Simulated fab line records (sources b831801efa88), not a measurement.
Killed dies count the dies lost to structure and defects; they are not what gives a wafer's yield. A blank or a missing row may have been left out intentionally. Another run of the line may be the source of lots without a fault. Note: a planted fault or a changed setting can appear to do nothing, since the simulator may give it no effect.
Chamber matching -- flow gf180mcu -- 4 sister chambers for GF_V3_CMP_26 on cmp-02
The step polishes, stops on SiO2, t overpolish 15 s, target thk 0 nm. 16 wafers are shown with their chamber, then 8 later ones without.

## WAFERS PAIRED WITH THEIR CHAMBERS
wafer,chamber,motor-current-A (A),time-to-endpoint-s (s),overpolish-run-s (s)
L075.1,2,11.0,85,15.007
L075.3,0,10.4,87,15.005
L075.6,3,11.0,88,15.000
L077.4,3,10.7,83,15.002
L077.5,1,10.8,89,14.986
L077.6,2,10.3,84,14.990
L079.1,0,10.1,87,15.002
L079.4,1,10.1,86,15.000
L079.6,3,11.0,90,15.005
L086.1,3,11.2,84,15.011
L086.2,0,10.0,79,15.010
L086.3,1,9.8,87,14.987
L087.1,1,10.4,85,15.005
L087.2,2,10.7,82,15.006
L087.6,1,10.4,82,15.008
L088.1,0,10.2,82,14.991

SIGNATURES (means of the wafers above)
reading,chamber 0,chamber 1,chamber 2,chamber 3,scatter within a chamber
motor-current-A,10.175,10.300,10.667,10.975,0.292
time-to-endpoint-s,83.75,85.80,83.67,86.25,3.04
overpolish-run-s,15.00200,14.99720,15.00100,15.00450,0.00846
Rule: a wafer's distance from a chamber is the root of the sum, over the readings, of the square of ((its reading less the chamber's mean) divided by the reading's scatter). The wafer belongs to the nearest chamber; if the next one is less than 2 further off, it can't be placed. The scatter: the root of (the sum of the squares of (reading less its chamber's mean) over the shown wafers, divided by (wafers less chambers)).

## WAFERS WHOSE CHAMBER IS MISSING
wafer,motor-current-A (A),time-to-endpoint-s (s),overpolish-run-s (s)
L088.3,10.6,86,14.998
L088.6,10.3,80,15.002
L089.1,10.0,81,15.001
L089.2,11.2,83,14.998
L089.6,9.8,88,14.992
L096.1,10.5,89,15.005
L096.2,11.0,87,15.000
L096.3,11.2,85,14.992

## CHAMBER TAKEN BY EACH
wafer,from the rows above,in truth
L088.3,can't be placed: 2 or 1 or 3 or 0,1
L088.6,can't be placed: 0 or 2 or 1 or 3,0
L089.1,can't be placed: 0 or 1 or 2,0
L089.2,can't be placed: 3 or 2 or 1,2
L089.6,can't be placed: 1 or 0 or 2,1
L096.1,can't be placed: 1 or 3 or 2 or 0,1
L096.2,can't be placed: 3 or 2 or 1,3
L096.3,can't be placed: 3 or 2 or 1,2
Correct placement for 0 of the 8. Unplaceable from these rows: 8, with the true chamber sitting among the candidates in 8. Wrongly placed: 0.
